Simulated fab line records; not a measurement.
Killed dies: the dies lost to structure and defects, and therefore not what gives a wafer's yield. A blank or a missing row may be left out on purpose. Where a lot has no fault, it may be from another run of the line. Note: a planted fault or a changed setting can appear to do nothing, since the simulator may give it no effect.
Which tool did it? ; flow sky130 ; 24 lots with 72 wafers sampled at 6 steps, on a route of 708 steps

WHAT THE GAUGES READ, wafer by wafer
SKY_GATE_OXIDE_OVL_MEAS_10.
lot;measured;on;GATE_OXIDE_OVL (nm)
L074;day 13 21:51;overlay-02;1.6 0.3 -0.8
L075;day 14 06:35;overlay-01;0.9 1.4 2.0
L076;day 14 10:49;overlay-01;1.3 -1.3 0.9
L077;day 14 13:45;overlay-02;2.9 1.4 1.7
L078;day 15 07:03;overlay-02;0.6 -2.0 0.3
L079;day 15 13:59;overlay-02;1.7 1.6 1.9
L080;day 15 17:49;overlay-02;0.3 -0.7 0.7
L081;day 16 05:23;overlay-01;-0.9 -1.5 -0.3
L082;day 16 18:13;overlay-01;4.6 2.9 1.1
L083;day 17 02:18;overlay-01;1.2 0.0 0.6
L084;day 17 07:20;overlay-01;-0.1 -1.2 -1.8
L085;day 17 15:40;overlay-02;-1.5 -1.9 -1.0
L086;day 18 02:56;overlay-01;-0.9 -0.1 -0.8
L087;day 18 10:18;overlay-02;-1.0 1.1 -0.2
L088;day 18 16:56;overlay-01;1.8 2.1 2.0
L089;day 19 00:25;overlay-02;0.9 1.7 -1.0
L090;day 19 12:32;overlay-02;-0.8 -1.7 1.1
L091;day 20 01:19;overlay-01;-0.9 -0.6 0.0
L092;day 20 10:17;overlay-01;2.2 -0.1 3.6
L093;day 20 13:35;overlay-01;0.6 1.5 0.2
L094;day 21 00:59;overlay-02;0.5 -0.3 -1.1
L095;day 21 04:20;overlay-02;0.7 4.3 0.9
L096;day 21 15:48;overlay-02;0.5 2.0 0.4
L097;day 22 00:32;overlay-02;-1.1 -1.0 -0.8

SKY_METAL2_THK_MEAS_06: measures by xrf.
lot;measured;on;METAL2_ALCU_THK (nm)
L074;day 34 01:04;filmMetro-04;243 245 243
L075;day 34 04:59;filmMetro-02;239 241 240
L076;day 34 10:01;filmMetro-04;244 247 245
L077;day 34 18:55;filmMetro-02;249 247 247
L078;day 35 09:02;filmMetro-01;247 246 247
L079;day 35 18:04;filmMetro-02;241 239 243
L080;day 35 18:41;filmMetro-04;253 250 250
L081;day 36 08:01;filmMetro-02;246 246 247
L082;day 36 16:35;filmMetro-01;250 250 251
L083;day 36 22:48;filmMetro-01;247 247 246
L084;day 37 06:17;filmMetro-02;245 241 242
L085;day 37 19:25;filmMetro-02;244 244 246
L086;day 37 22:19;filmMetro-02;241 245 240
L087;day 38 03:39;filmMetro-04;245 248 249
L088;day 38 13:07;filmMetro-01;247 247 244
L089;day 38 14:36;filmMetro-02;245 242 245
L090;day 39 02:43;filmMetro-02;249 248 249
L091;day 39 11:12;filmMetro-01;247 248 247
L092;day 39 20:29;filmMetro-01;249 247 251
L093;day 39 22:37;filmMetro-04;254 247 252
L094;day 40 07:56;filmMetro-02;244 245 247
L095;day 40 09:46;filmMetro-04;255 249 251
L096;day 40 19:00;filmMetro-02;247 245 240
L097;day 41 01:35;filmMetro-01;243 245 242

SKY_VIA3_BOW_MEAS_03.
lot;measured;on;VIA3_BOW (um)
L074;day 38 14:46;filmMetro-01;78 78 68
L075;day 38 19:26;filmMetro-04;99 102 97
L076;day 38 22:31;filmMetro-01;73 60 73
L077;day 39 07:49;filmMetro-03;88 90 87
L078;day 39 20:44;filmMetro-03;71 76 78
L079;day 40 03:14;filmMetro-04;77 68 74
L080;day 40 05:50;filmMetro-04;78 77 80
L081;day 40 16:47;filmMetro-03;75 61 70
L082;day 41 02:22;filmMetro-01;66 81 70
L083;day 41 07:13;filmMetro-04;71 72 79
L084;day 41 12:49;filmMetro-01;71 79 93
L085;day 42 02:29;filmMetro-04;82 84 82
L086;day 42 06:13;filmMetro-04;78 78 79
L087;day 42 10:31;filmMetro-04;77 83 88
L088;day 42 19:26;filmMetro-03;71 81 70
L089;day 42 22:01;filmMetro-04;72 73 73
L090;day 43 09:01;filmMetro-04;67 71 71
L091;day 43 16:08;filmMetro-04;91 82 92
L092;day 44 00:40;filmMetro-04;81 89 82
L093;day 44 01:32;filmMetro-03;79 73 86
L094;day 44 11:10;filmMetro-03;92 82 77
L095;day 44 11:57;filmMetro-03;74 84 88
L096;day 44 22:07;filmMetro-01;79 98 79
L097;day 45 02:31;filmMetro-01;78 77 76

WHICH TOOL RAN EACH LOT (tool, then ch and the chambers of the sampled wafers, then the start)
lot;SKY_NWELL_STRIP_25;SKY_VT_ADJUST_PCH_STRIP_09;SKY_VIA1_CMP_02
L074;plasmaAsher-01 ch 0,1, day 5 10:50;plasmaAsher-03 ch 0,1, day 10 13:56;cmp-02 ch 2,3, day 32 20:22
L075;plasmaAsher-01 ch 0,1, day 5 15:49;plasmaAsher-01 ch 0,1, day 10 19:34;cmp-02 ch 0,3, day 33 00:20
L076;plasmaAsher-04 ch 0, day 5 16:58;plasmaAsher-03 ch 0,1, day 10 23:41;cmp-01 ch 1,2, day 33 05:01
L077;plasmaAsher-02 ch 0,1, day 5 21:54;plasmaAsher-02 ch 0,1, day 11 03:56;cmp-02 ch 0,1,3, day 33 14:07
L078;plasmaAsher-01 ch 0,1, day 6 08:50;plasmaAsher-03 ch 0, day 11 17:30;cmp-01 ch 0,3, day 34 03:44
L079;plasmaAsher-01 ch 0,1, day 6 12:32;plasmaAsher-03 ch 0,1, day 11 22:17;cmp-02 ch 0,2,3, day 34 13:34
L080;plasmaAsher-01 ch 0,1, day 6 16:49;plasmaAsher-01 ch 0, day 12 03:39;cmp-01 ch 1,3, day 34 14:36
L081;plasmaAsher-01 ch 1, day 6 23:22;plasmaAsher-01 ch 0, day 12 14:45;cmp-02 ch 1,2, day 35 03:44
L082;plasmaAsher-04 ch 0,1, day 7 07:47;plasmaAsher-01 ch 0,1, day 12 23:08;cmp-01 ch 2,3, day 35 13:10
L083;plasmaAsher-02 ch 0,1, day 7 15:55;plasmaAsher-01 ch 0,1, day 13 07:20;cmp-01 ch 0,2,3, day 35 18:42
L084;plasmaAsher-01 ch 0,1, day 7 19:13;plasmaAsher-01 ch 0,1, day 13 14:46;cmp-01 ch 0,1,3, day 36 03:05
L085;plasmaAsher-04 ch 0,1, day 8 01:58;plasmaAsher-03 ch 0,1, day 13 20:23;cmp-02 ch 2,3, day 36 14:05
L086;plasmaAsher-04 ch 0,1, day 8 08:13;plasmaAsher-02 ch 1, day 14 05:00;cmp-01 ch 2,3, day 36 18:25
L087;plasmaAsher-02 ch 0,1, day 8 14:34;plasmaAsher-03 ch 0,1, day 14 14:11;cmp-01 ch 0,1,3, day 36 23:54
L088;plasmaAsher-04 ch 0,1, day 8 18:47;plasmaAsher-01 ch 0,1, day 14 19:56;cmp-02 ch 2,3, day 37 09:44
L089;plasmaAsher-01 ch 0,1, day 9 00:01;plasmaAsher-02 ch 0,1, day 15 02:37;cmp-02 ch 0,2, day 37 11:41
L090;plasmaAsher-01 ch 0,1, day 9 08:04;plasmaAsher-01 ch 0,1, day 15 11:37;cmp-01 ch 2,3, day 37 23:20
L091;plasmaAsher-04 ch 0,1, day 9 18:07;plasmaAsher-03 ch 0,1, day 16 00:26;cmp-02 ch 2,3, day 38 07:31
L092;plasmaAsher-04 ch 0,1, day 10 00:46;plasmaAsher-03 ch 0,1, day 16 08:04;cmp-02 ch 0,1,2, day 38 17:07
L093;plasmaAsher-04 ch 1, day 10 04:28;plasmaAsher-01 ch 0,1, day 16 12:26;cmp-01 ch 1,2, day 38 21:16
L094;plasmaAsher-02 ch 0, day 10 12:37;plasmaAsher-03 ch 0,1, day 16 23:16;cmp-02 ch 0,1, day 39 05:28
L095;plasmaAsher-04 ch 0,1, day 10 14:46;plasmaAsher-02 ch 0,1, day 17 01:30;cmp-02 ch 0,1, day 39 07:02
L096;plasmaAsher-02 ch 0,1, day 11 00:31;plasmaAsher-01 ch 0,1, day 17 15:14;cmp-01 ch 0,1,3, day 39 16:50
L097;plasmaAsher-01 ch 0, day 11 04:43;plasmaAsher-03 ch 0, day 17 20:20;cmp-01 ch 1,2, day 39 22:49
- SKY_NWELL_STRIP_25: strips in O2/N2.
- SKY_VT_ADJUST_PCH_STRIP_09: strips in O2/N2.
- SKY_VIA1_CMP_02: polishes SiO2.

AS READ BY THE TOOLS THEMSELVES (means over the sampled wafers that have a number; for cases with no such wafer, the mark the record gives instead)
SKY_NWELL_STRIP_25.
lot;tool;drypumpMotorCurrentA (A);oesProductAu (a.u.);stripTimeToEndpointS (s)
L074;plasmaAsher-01;5.9;0.719;36.95
L075;plasmaAsher-01;6.0;0.726;36.96
L076;plasmaAsher-04;5.7;0.731;36.90
L077;plasmaAsher-02;5.3;0.727;37.08
L078;plasmaAsher-01;5.7;0.723;36.98
L079;plasmaAsher-01;5.8;0.721;36.97
L080;plasmaAsher-01;5.7;0.723;36.74
L081;plasmaAsher-01;6.2;0.725;37.00
L082;plasmaAsher-04;5.8;0.723;36.98
L083;plasmaAsher-02;5.3;0.725;36.91
L084;plasmaAsher-01;5.7;0.723;36.86
L085;plasmaAsher-04;5.8;0.723;37.04
L086;plasmaAsher-04;5.8;0.723;36.90
L087;plasmaAsher-02;5.3;0.721;36.87
L088;plasmaAsher-04;6.0;0.725;36.82
L089;plasmaAsher-01;6.0;0.721;36.89
L090;plasmaAsher-01;5.7;0.727;36.97
L091;plasmaAsher-04;6.0;0.719;36.99
L092;plasmaAsher-04;5.8;0.726;36.96
L093;plasmaAsher-04;6.1;0.721;36.96
L094;plasmaAsher-02;5.3;0.723;36.87
L095;plasmaAsher-04;5.9;0.719;36.88
L096;plasmaAsher-02;5.3;0.719;36.98
L097;plasmaAsher-01;5.4;0.724;36.92

SKY_VT_ADJUST_PCH_STRIP_09.
lot;tool;drypumpMotorCurrentA (A);oesProductAu (a.u.);stripTimeToEndpointS (s)
L074;plasmaAsher-03;5.7;0.727;36.87
L075;plasmaAsher-01;5.7;0.718;36.81
L076;plasmaAsher-03;5.5;0.727;36.91
L077;plasmaAsher-02;5.4;0.727;36.73
L078;plasmaAsher-03;5.9;0.719;36.77
L079;plasmaAsher-03;5.7;0.722;36.95
L080;plasmaAsher-01;5.4;0.717;36.84
L081;plasmaAsher-01;5.5;0.728;36.79
L082;plasmaAsher-01;5.7;0.728;36.80
L083;plasmaAsher-01;5.9;0.723;36.87
L084;plasmaAsher-01;6.0;0.722;36.86
L085;plasmaAsher-03;5.7;0.722;36.81
L086;plasmaAsher-02;5.4;0.724;36.93
L087;plasmaAsher-03;5.5;0.721;36.77
L088;plasmaAsher-01;5.7;0.722;36.81
L089;plasmaAsher-02;5.3;0.727;36.93
L090;plasmaAsher-01;6.0;0.722;36.97
L091;plasmaAsher-03;5.5;0.722;36.91
L092;plasmaAsher-03;5.5;0.721;36.91
L093;plasmaAsher-01;5.7;0.717;37.09
L094;plasmaAsher-03;5.7;0.725;36.97
L095;plasmaAsher-02;5.3;0.725;36.99
L096;plasmaAsher-01;5.7;0.725;36.96
L097;plasmaAsher-03;5.9;0.722;36.99

SKY_VIA1_CMP_02.
lot;tool;motorCurrentA (A)
L074;cmp-02;12.6
L075;cmp-02;12.7
L076;cmp-01;13.5
L077;cmp-02;11.6
L078;cmp-01;10.1
L079;cmp-02;12.3
L080;cmp-01;12.3
L081;cmp-02;11.3
L082;cmp-01;12.0
L083;cmp-01;10.7
L084;cmp-01;11.9
L085;cmp-02;12.2
L086;cmp-01;11.5
L087;cmp-01;11.8
L088;cmp-02;12.0
L089;cmp-02;12.5
L090;cmp-01;11.6
L091;cmp-02;12.3
L092;cmp-02;11.2
L093;cmp-01;12.6
L094;cmp-02;10.8
L095;cmp-02;11.6
L096;cmp-01;12.0
L097;cmp-01;12.6

THE ANSWER, worked out from the rows above alone
Rule: what is usual is taken from the lots themselves. The widest of any qualifying gaps counts: lots, ordered by their means at a reading, are off when they make up no more than a third of the lots, leave a main group of 4 or more, and stand apart from it by 3 or more times the standard deviation of that group's means. The tables above print the reading to a certain number of digits; a main group whose means all agree to those digits is not used. A lot without any number at a reading at which 4 lots or more have one is off too. Any other lot the step has rows for is counted as sound. The gauges are gone through in route order, then the tools' own readings, and for those a lot's mean is taken as printed above. The first step at which some lot is off is used, and at that step the reading that is off furthest; a lot without a number counts as furthest.
No lot is off on any of the readings shown, so nothing can be concluded from this.

WHAT THE SIMULATOR HAD INSERTED
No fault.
